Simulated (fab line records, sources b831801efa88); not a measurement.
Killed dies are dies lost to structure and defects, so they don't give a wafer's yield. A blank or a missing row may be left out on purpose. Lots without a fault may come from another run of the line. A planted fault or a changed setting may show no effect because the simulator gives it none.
Which tool did it? | flow gf180mcu | 14 lots, 42 wafers sampled, at 5 steps of a route of 602

WHAT THE GAUGES READ, wafer by wafer
GF_STI_THK_MEAS_02. Usual: STI_OXIDATION_THK 10.03 nm, standard deviation 0.16.
lot  | measured    | on            | STI_OXIDATION_THK (nm) | flag
L415 | day 1 16:32 | film_metro-02 | 9.91 9.63 9.77         |
L416 | day 1 21:31 | film_metro-04 | 10.10 10.01 9.96       |
L417 | day 2 02:31 | film_metro-04 | 9.89 9.86 10.12        |
L420 | day 2 18:21 | film_metro-01 | 10.10 10.18 9.91       |
L421 | day 2 22:38 | film_metro-01 | 10.12 10.29 10.13      |
L423 | day 3 08:31 | film_metro-04 | 10.16 10.24 10.45      |
L425 | day 3 18:31 | film_metro-04 | 10.13 10.11 10.11      |
L426 | day 4 00:22 | film_metro-02 | 9.99 10.30 10.06       |
L428 | day 4 09:31 | film_metro-04 | 9.88 9.99 10.07        |
L431 | day 5 00:31 | film_metro-01 | 9.92 10.02 10.02       |
L433 | day 5 13:02 | film_metro-02 | 9.69 9.82 9.87         |
L434 | day 5 16:30 | film_metro-04 | 9.90 9.74 9.95         |
L435 | day 5 20:31 | film_metro-02 | 9.89 9.84 9.86         |
L436 | day 6 01:31 | film_metro-02 | 9.97 10.11 10.12       |

GF_DNWELL_TW_MEAS_09. Usual: DNWELL_TW 1343, standard deviation 16.
lot  | measured    | on            | DNWELL_TW      | flag
L415 | day 3 00:28 | film_metro-03 | 1348 1343 1350 |
L416 | day 3 05:43 | film_metro-04 | 1326 1323 1332 |
L417 | day 3 10:11 | film_metro-03 | 1353 1350 1355 |
L420 | day 4 04:57 | film_metro-04 | 1334 1338 1331 |
L421 | day 4 09:41 | film_metro-04 | 1332 1326 1332 |
L423 | day 4 19:03 | film_metro-04 | 1317 1320 1321 |
L425 | day 5 04:44 | film_metro-04 | 1321 1322 1328 |
L426 | day 5 10:58 | film_metro-03 | 1337 1339 1343 |
L428 | day 6 02:14 | film_metro-03 | 1346 1350 1359 |
L431 | day 6 12:14 | film_metro-04 | 1322 1317 1321 |
L433 | day 7 01:51 | film_metro-04 | 1339 1343 1337 |
L434 | day 7 06:05 | film_metro-01 | 1360 1369 1360 |
L435 | day 7 10:46 | film_metro-04 | 1331 1328 1331 |
L436 | day 7 15:25 | film_metro-03 | 1340 1338 1345 |

GF_VT_IMPLANT_TW_MEAS_21. Usual: VT_IMPLANT_2_TW 1214, standard deviation 9.4.
lot  | measured     | on            | VT_IMPLANT_2_TW | flag
L415 | day 6 12:01  | film_metro-02 | 1215 1219 1219  |
L416 | day 6 20:17  | film_metro-02 | 1216 1218 1220  |
L417 | day 7 03:11  | film_metro-01 | 1228 1227 1236  |
L420 | day 7 21:09  | film_metro-02 | 1216 1214 1217  |
L421 | day 8 05:11  | film_metro-03 | 1215 1212 1208  |
L423 | day 8 16:17  | film_metro-01 | 1227 1226 1233  |
L425 | day 9 04:05  | film_metro-02 | 1208 1195 1200  |
L426 | day 9 10:11  | film_metro-03 | 1206 1209 1208  |
L428 | day 10 04:05 | film_metro-03 | 1213 1214 1210  |
L431 | day 10 16:56 | film_metro-02 | 1212 1211 1209  |
L433 | day 11 10:00 | film_metro-02 | 1217 1221 1218  |
L434 | day 11 14:35 | film_metro-02 | 693 695 696     | OFF
L435 | day 11 21:08 | film_metro-01 | 704 705 702     | OFF
L436 | day 12 01:29 | film_metro-03 | 691 688 687     | OFF

GF_HV_LDD_THK_MEAS_55. Usual: HV_LDD_CVD_54_THK 10.01 nm, standard deviation 0.13.
lot  | measured     | on            | HV_LDD_CVD_54_THK (nm) | flag
L415 | day 12 21:25 | film_metro-02 | 9.87 9.84 9.93         |
L416 | day 13 07:10 | film_metro-04 | 9.95 10.09 10.14       |
L417 | day 13 15:10 | film_metro-03 | 9.98 10.12 10.11       |
L420 | day 14 12:38 | film_metro-02 | 9.90 10.05 10.08       |
L421 | day 14 19:30 | film_metro-02 | 9.98 10.13 10.10       |
L423 | day 15 10:25 | film_metro-04 | 9.94 9.83 10.03        |
L425 | day 16 01:35 | film_metro-04 | 10.07 10.01 10.08      |
L426 | day 16 09:55 | film_metro-04 | 10.13 9.94 9.95        |
L428 | day 17 09:13 | film_metro-04 | 10.01 9.90 10.05       |
L431 | day 18 03:49 | film_metro-02 | 10.10 10.12 10.18      |
L433 | day 19 01:47 | film_metro-03 | 9.94 10.05 10.11       |

WHICH TOOL RAN EACH LOT (tool, then ch and the chambers of the sampled wafers, then the start)
lot  | GF_VT_IMPLANT_IMPLANT_19
L415 | implanter-01 ch 0, day 6 11:47
L416 | implanter-02 ch 0, day 6 20:02
L417 | implanter-01 ch 0, day 7 02:56
L420 | implanter-01 ch 0, day 7 20:55
L421 | implanter-01 ch 0, day 8 04:56
L423 | implanter-03 ch 0, day 8 16:02
L425 | implanter-03 ch 0, day 9 03:41
L426 | implanter-01 ch 0, day 9 09:56
L428 | implanter-03 ch 0, day 10 03:50
L431 | implanter-03 ch 0, day 10 16:41
L433 | implanter-02 ch 0, day 11 09:47
L434 | implanter-03 ch 0, day 11 14:21
L435 | implanter-02 ch 0, day 11 20:53
L436 | implanter-03 ch 0, day 12 01:14
- GF_VT_IMPLANT_IMPLANT_19

WHAT THE TOOLS THEMSELVES READ (means of the sampled wafers that have a number; where no wafer has one, the mark that the record gives instead)
GF_VT_IMPLANT_IMPLANT_19. Usual: end_station_pressure_torr 5.03e-06 Torr, standard deviation 2.8e-07.
lot  | tool         | end_station_pressure_torr (Torr) | flag
L415 | implanter-01 | 4.97e-06                         |
L416 | implanter-02 | 5.02e-06                         |
L417 | implanter-01 | 4.94e-06                         |
L420 | implanter-01 | 5.01e-06                         |
L421 | implanter-01 | 5.19e-06                         |
L423 | implanter-03 | 5.08e-06                         |
L425 | implanter-03 | 4.96e-06                         |
L426 | implanter-01 | 5.18e-06                         |
L428 | implanter-03 | 4.97e-06                         |
L431 | implanter-03 | 4.85e-06                         |
L433 | implanter-02 | 4.98e-06                         |
L434 | implanter-03 | 5.08e-06                         |
L435 | implanter-02 | 4.97e-06                         |
L436 | implanter-03 | 4.71e-06                         |

THE ANSWER, worked out from the rows above alone
Rule: a lot is off if the mean of its wafers that have a number lies more than 3 standard deviations from the usual mean. A lot without any number at a reading at which 4 lots or more have one is off too. The other lots that the step has rows for count as sound. The gauges are gone through in route order, then the tools' own readings, and for those a lot's mean is taken as printed above. The first step at which some lot is off is used, and at that step the reading that is off furthest; a lot without a number counts as furthest.
Off: L434, L435, L436, at GF_VT_IMPLANT_TW_MEAS_21 (VT_IMPLANT_2_TW).
A tool fits if, at a process step before that reading, it ran every lot that is off, and no sound lot after the first of them. The gauges at GF_VT_IMPLANT_TW_MEAS_21 are tried like those tools. None of those tried fits.

WHAT THE SIMULATOR HAD PUT IN
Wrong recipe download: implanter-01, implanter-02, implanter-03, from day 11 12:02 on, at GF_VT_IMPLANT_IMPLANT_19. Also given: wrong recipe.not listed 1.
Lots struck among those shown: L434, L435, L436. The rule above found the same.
